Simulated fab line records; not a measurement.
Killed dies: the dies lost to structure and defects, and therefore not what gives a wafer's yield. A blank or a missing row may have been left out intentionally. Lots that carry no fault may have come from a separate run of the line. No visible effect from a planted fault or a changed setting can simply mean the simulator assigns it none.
Which tool was responsible?    flow sky130    route of 708 steps, sampled at 1 step: 7 lots, 21 wafers

== WHAT EACH GAUGE READ, for each wafer ==
SKY_FIELD_ISO_BOW_MEAS_00.
lot   measured     on             INCOMING_BOW (um)
L472  day 1 15:01  film-metro-01  2 -14 4
L474  day 2 01:01  film-metro-03  0 10 14
L476  day 2 11:00  film-metro-01  -3 1 2
L479  day 3 02:02  film-metro-01  6 -2 10
L488  day 4 23:00  film-metro-03  -6 13 3
L491  day 5 14:00  film-metro-02  0 -18 -9
L494  day 6 05:00  film-metro-01  -1 -9 -8

== WHICH TOOL RAN EACH LOT (tool, then ch and the chambers of the sampled wafers, then the start) ==
No process step before these readings appears in the record.

== THE ANSWER, worked out from the rows above alone ==
Rule: usual is defined by the lots themselves. The widest of any qualifying gaps counts: lots, ordered by their means at a reading, are off when they make up no more than a third of the lots, leave a main group of 4 or more, and stand apart from it by 3 or more times the standard deviation of that group's means. The tables above print the reading to a certain number of digits; a main group whose means all agree to those digits is not used. A lot without any number at a reading at which 4 lots or more have one is off too. All remaining lots with rows at the step are treated as sound.
Across all readings shown, no lot is off: no conclusion can be drawn from this.

== WHAT HAD BEEN PUT IN BY THE SIMULATOR ==
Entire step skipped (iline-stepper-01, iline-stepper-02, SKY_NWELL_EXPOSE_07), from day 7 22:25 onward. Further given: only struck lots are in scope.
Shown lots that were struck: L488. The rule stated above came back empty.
